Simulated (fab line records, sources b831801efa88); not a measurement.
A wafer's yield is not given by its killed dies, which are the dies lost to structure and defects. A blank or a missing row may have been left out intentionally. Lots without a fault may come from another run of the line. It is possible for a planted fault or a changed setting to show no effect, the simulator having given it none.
The same fault as seen by 2 desks    flow sky130    only its own numbers are on each desk; what lay behind them is given at the end

## AT THE METROLOGY DESK
What the gauges read for every lot (on any tool): the sampled wafers with a number, averaged. If a lot's mean is further than 4 standard deviations from the usual mean, the lot is out of limits and carries the mark OUT (the distance appears in the brackets).
Columns: A = VIA3_BOW at SKY_VIA3_BOW_MEAS_03, usual 78 um
lot   first seen here  A
L374  day 38 10:13     77
L378  day 39 16:19     85
L383  day 41 12:09     72
L384  day 42 02:07     88
L388  day 42 13:29     79
L389  day 43 06:00     81
L390  day 43 10:50     73
L391  day 43 15:50     80
L392  day 43 20:21     71
L393  day 44 05:04     80
L394  day 44 05:18     71
L396  day 44 16:24     78
This desk's verdict: no lot among the 12 shows anything out of limits.

## THE TOOL OWNER'S DESK: pvd-sputter-04
The tool's own readings at SKY_METAL4_SPUTTER_03 (material Ti, target thk 5 nm, time 3.3 s): means of the sampled wafers that have a number, for each lot that ran on this tool. If a lot's mean is further than 4 standard deviations from the usual mean, the lot is out of limits and carries the mark OUT (the distance appears in the brackets).
Columns: A = cathode-dc-power-W at SKY_METAL4_SPUTTER_03, usual 3000.0 W; B = chamber-pressure-pa at SKY_METAL4_SPUTTER_03, usual 0.3999 Pa; C = throttle-valve-pct at SKY_METAL4_SPUTTER_03, usual 29.8 %
lot   first seen here  A       B       C
L390  day 44 11:45     2999.1  0.3993  31.0
L392  day 44 20:55     2999.8  0.3992  29.8
L394  day 45 04:58     3000.0  0.3990  29.9
L396  day 45 15:16     2999.5  0.4004  30.4
This desk's verdict: no lot among the 4 shows anything out of limits.

## ALL TOGETHER
From the metrology desk's view, nothing was out of limits.
Nothing out of limits was seen by the tool owner's desk.

## WHAT THE SIMULATOR HAD PUT IN
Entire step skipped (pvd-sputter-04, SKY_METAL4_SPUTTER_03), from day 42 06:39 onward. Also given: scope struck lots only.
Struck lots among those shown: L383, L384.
